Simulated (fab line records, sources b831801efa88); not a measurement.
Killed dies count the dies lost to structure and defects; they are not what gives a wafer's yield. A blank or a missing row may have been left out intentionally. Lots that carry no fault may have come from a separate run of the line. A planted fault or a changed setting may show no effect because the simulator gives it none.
Comparing a struck lot with a sound one ; flow sky130 ; 27 out of 708 route steps
Sound: wafers L228.3, L228.5, L228.6. Struck: wafer L239.6. (L239.1, L239.2 of the same lot were not struck and are left out.) The cause comes at the end.
Per side, at each step with rows, come the tool, then ch with its chambers, and then its first start. Under that, the readings that differ: sound wafers ; struck wafers ; difference of the means ; sigmas: that difference in standard deviations of wafers without a fault.
alike: a reading whose means differ by less than 2 such deviations, as well as words and numbers matching on both sides. not compared: withheld readings; readings where some wafer has no value; bounds like >300 that might hide an equal value; numbers whose values overlap and for which the record gives no deviation.
The two part at a step that has a row with sigmas, a row that says differs or no value, or rows on one side only. Non-overlapping numbers with no deviation appear without sigmas and do not part them. A reading that every wafer of one side lacks parts them only if that side has two wafers or more.

SKY_VIA4_ETCH_12: etches SiO2 in C4F8/O2/Ar, stops on TiN, target depth 580 nm.
  sound on rieDiel-03 ch 0,2,3, day 43 21:49; struck on rieDiel-02 ch 1, day 46 14:28
reading;sound;struck;difference;sigmas
oesProductAu (a.u.);0.919 0.917 0.927;0.934;+0.013;+3
  alike: chamberPressureMTorr
SKY_VIA4_STRIP_13: strips in O2/N2.
  sound on plasmaAsher-03 ch 0,1, day 43 21:55; struck on plasmaAsher-03 ch 1, day 46 14:32
reading;sound;struck;difference;sigmas
stripTimeToEndpointS (s);12.84 12.90 12.85;12.78;-0.08;-3
  alike: chamberPressureMTorr, drypumpMotorCurrentA, oesProductAu
  not compared: rfHoursCounterH
then, 5 steps without rows for these wafers: SKY_VIA4_STRIP_14 (strips in post etch residue remover, time 1200 s); SKY_VIA4_CLEAN_15 (cleans in IPA, time 180 s); SKY_VIA4_CLEAN_16 (cleans in O3/DIW); SKY_VIA4_SPUTTER_17 (material TiN, target thk 20 nm, time 80 s); SKY_VIA4_CVD_18 (deposits W, target thk 505 nm, time 152.14 s).
SKY_VIA4_RS_MEAS_19: measures by four-point-probe.
  sound on filmMetro-01 at day 43 22:44; struck on filmMetro-01 at day 46 15:23
  alike: VIA4_W_RS
SKY_VIA4_THK_MEAS_20: measures by xrf.
  sound on filmMetro-01 at day 43 22:50; struck on filmMetro-01 at day 46 15:31
  alike: VIA4_W_THK
then, 1 step without rows for these wafers: SKY_VIA4_CMP_21 (polishes, stops on SiO2, t overpolish 25 s, target thk 0 nm).
SKY_METAL5_SPUTTER_00: material Ti, target thk 15 nm, time 10 s.
  sound on pvdSputter-02 at day 43 23:10; struck on pvdSputter-02 at day 46 16:05
  alike: throttleValvePct
SKY_METAL5_SPUTTER_01: material TiN, target thk 20 nm, time 16.7 s.
  sound on pvdSputter-02 at day 43 23:12; struck on pvdSputter-02 at day 46 16:06
  alike: throttleValvePct
SKY_METAL5_SPUTTER_02: material AlCu, target thk 1150 nm, time 61.2 s.
  sound on pvdSputter-02 at day 43 23:13; struck on pvdSputter-02 at day 46 16:08
reading;sound;struck;difference;sigmas
model.AlCu_of_METAL5_SPUTTER_02.thkNm (nm);1171 1148 1153;1560;+403;
  alike: throttleValvePct
then, 2 steps without rows for these wafers: SKY_METAL5_SPUTTER_03 (material Ti, target thk 5 nm, time 3.3 s); SKY_METAL5_SPUTTER_04 (material TiN, target thk 70 nm, time 58.3 s).
SKY_METAL5_RS_MEAS_05: measures by four-point-probe.
  sound on filmMetro-04 at day 43 23:23; struck on filmMetro-03 at day 46 16:37
reading;sound;struck;difference;sigmas
METAL5_ALCU_RS (ohm/sq);0.02652 0.02703 0.02698;0.01995;-0.00689;-25
  not compared: hold
SKY_METAL5_THK_MEAS_06: measures by xrf.
  sound on filmMetro-04 at day 43 23:29; struck on filmMetro-03 at day 46 19:11
reading;sound;struck;difference;sigmas
METAL5_ALCU_THK (nm);1190 1166 1168;1581;+406;+29
  not compared: hold
then, 6 steps without rows for these wafers: SKY_METAL5_HMDS_08 (prime time 60 s); SKY_METAL5_COAT_09 (resist thk 1800 nm); SKY_METAL5_SOFTBAKE_10 (time 60 s); SKY_METAL5_EXPOSE_11 (exposes mask MM5, target cd 1600 nm); SKY_METAL5_PEB_12; SKY_METAL5_DEVELOP_13 (develop time 60 s).
SKY_METAL5_DESCUM_14: chemistry O2, time 11 s.
  sound on rieMetal-03 ch 0,1, day 44 20:55; struck on rieMetal-03 ch 0, day 47 12:36
  alike: chamberPressureMTorr, drypumpMotorCurrentA, oesProductAu
  not compared: rfHoursCounterH
SKY_METAL5_METAL_ETCH_15: etches the open film in Cl2/BCl3, stops on SiO2, target depth 1260 nm, time 252 s.
  sound on rieMetal-03 ch 0,1, day 44 21:01; struck on rieMetal-03 ch 0, day 47 12:38
reading;sound;struck;difference;sigmas
oesProductAu (a.u.);0.895 0.893 0.889;1.009;+0.117;+22
  alike: chamberPressureMTorr, drypumpMotorCurrentA, throttleValvePct
  not compared: rfHoursCounterH
then, 1 step without rows for these wafers: SKY_METAL5_STRIP_16 (strips in O2/N2).
SKY_PAD_OPEN_PROBE_99:
  sound on prober-02 at day 46 18:01; struck on prober-01 at day 49 06:33
reading;sound;struck;difference;sigmas
hold;- - -;awaitDispo/4.3h/release;no value on the sound wafers;
defectLimitedYield (%);85.4 84.6 83.7;0;-85;-45
killed_at_M4_up;4 3 1;411;+408;+99 or more
killedDies;72 76 80;492;+416;+43
killedOnRim;13 21 14;96;+80;+23
sort_bin_5_function (%);9.1 8.9 9.1;91.3;+82.3;+55
sort_bin_6_memory (%);4.5 6.1 6.3;8.1;+2.5;+2
sortNPass;420 416 412;0;-416;-43
sortYieldPct (%);85.4 84.6 83.7;0;-85;-45
  alike: killed_at_M0_to_M3, killedAtContacts, killedAtFrontEnd, killedAtOther, killedOpen, killedShort, sort_bin_3_pad_short

## WHERE THEY PART
Earliest at SKY_VIA4_ETCH_12; latest, in this record, at SKY_PAD_OPEN_PROBE_99.

WHY: what had been put in by the simulator
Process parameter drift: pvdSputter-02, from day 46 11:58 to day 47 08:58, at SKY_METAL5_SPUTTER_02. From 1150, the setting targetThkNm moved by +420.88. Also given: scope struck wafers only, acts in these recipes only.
